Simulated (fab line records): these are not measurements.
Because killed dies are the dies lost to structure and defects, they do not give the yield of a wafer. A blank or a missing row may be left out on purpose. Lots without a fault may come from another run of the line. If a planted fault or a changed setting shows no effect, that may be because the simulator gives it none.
Matching of chambers | flow gf180mcu | GF_V3_ETCH_16 on rie diel-02 has 4 sister chambers
The step etches BARC in N2/H2. 24 wafers are shown with their chamber, then 12 later ones without.

WAFERS WITH THEIR CHAMBER
wafer  | chamber | drypump motor current A (A) | throttle valve pct (%) | chamber pressure mTorr (mTorr)
L075.1 | 0       | 5.52                        | 13.224                 | 29.982
L075.5 | 2       | 6.01                        | 13.230                 | 29.991
L075.6 | 3       | 5.58                        | 13.217                 | 29.994
L077.2 | 2       | 6.02                        | 13.227                 | 30.003
L077.3 | 0       | 5.51                        | 13.227                 | 29.991
L077.6 | 2       | 6.01                        | 13.245                 | 29.988
L079.1 | 3       | 5.56                        | 13.236                 | 29.989
L079.3 | 2       | 5.99                        | 13.218                 | 30.003
L079.4 | 2       | 6.00                        | 13.226                 | 30.015
L082.2 | 0       | 5.51                        | 13.230                 | 29.951
L082.4 | 1       | 5.50                        | 13.229                 | 29.977
L082.6 | 2       | 5.95                        | 13.218                 | 30.020
L083.2 | 2       | 6.01                        | 13.239                 | 30.012
L083.3 | 0       | 5.49                        | 13.235                 | 29.968
L083.4 | 3       | 5.57                        | 13.215                 | 30.034
L085.1 | 2       | 6.00                        | 13.229                 | 30.012
L085.4 | 0       | 5.55                        | 13.227                 | 30.029
L085.5 | 1       | 5.52                        | 13.225                 | 30.017
L086.1 | 1       | 5.51                        | 13.217                 | 30.024
L086.3 | 3       | 5.55                        | 13.208                 | 29.985
L086.6 | 3       | 5.56                        | 13.226                 | 30.029
L091.1 | 2       | 5.97                        | 13.225                 | 29.992
L091.5 | 0       | 5.51                        | 13.233                 | 29.961
L091.6 | 1       | 5.51                        | 13.221                 | 29.929

SIGNATURES, as means of the wafers listed above
reading                 | chamber 0 | chamber 1 | chamber 2 | chamber 3 | scatter within a chamber
drypump motor current A | 5.5150    | 5.5100    | 5.9956    | 5.5640    | 0.0183
throttle valve pct      | 13.22933  | 13.22300  | 13.22856  | 13.22040  | 0.00794
chamber pressure mTorr  | 29.98033  | 29.98675  | 30.00400  | 30.00620  | 0.0254
Rule: distance of a wafer from a chamber = root of the sum over the readings of ((wafer's reading minus chamber's mean) / reading's scatter) squared. The wafer belongs to the nearest chamber; if the next one is less than 2 further off, it can't be placed. The scatter is the square root of a quotient: the sum, over the shown wafers, of each reading's squared deviation from its chamber's mean, divided by wafers minus chambers.

WAFERS WITH NO CHAMBER GIVEN
wafer  | drypump motor current A (A) | throttle valve pct (%) | chamber pressure mTorr (mTorr)
L092.1 | 5.59                        | 13.234                 | 29.994
L092.3 | 5.50                        | 13.217                 | 29.968
L092.5 | 5.50                        | 13.218                 | 29.959
L093.3 | 5.50                        | 13.220                 | 30.017
L093.4 | 5.52                        | 13.217                 | 29.967
L093.6 | 5.48                        | 13.206                 | 30.026
L094.1 | 5.49                        | 13.215                 | 30.003
L094.4 | 5.58                        | 13.226                 | 30.006
L094.6 | 5.58                        | 13.215                 | 30.037
L095.1 | 5.51                        | 13.231                 | 29.975
L095.4 | 5.99                        | 13.223                 | 30.046
L095.5 | 5.51                        | 13.214                 | 30.012

EACH ONE'S CHAMBER
wafer  | from the rows above          | in truth
L092.1 | can't be placed: 3 or 0      | 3
L092.3 | can't be placed: 1 or 0      | 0
L092.5 | can't be placed: 1 or 0      | 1
L093.3 | can't be placed: 1 or 0      | 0
L093.4 | can't be placed: 1 or 0 or 3 | 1
L093.6 | can't be placed: 1 or 0 or 3 | 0
L094.1 | can't be placed: 1 or 0      | 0
L094.4 | 3                            | 3
L094.6 | 3                            | 3
L095.1 | can't be placed: 0 or 1      | 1
L095.4 | 2                            | 2
L095.5 | can't be placed: 1 or 0 or 3 | 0
Correct placement for 3 of the 12. Cannot be placed on the basis of these rows: 9; the candidates contain the true chamber in 9. Wrongly placed: 0.
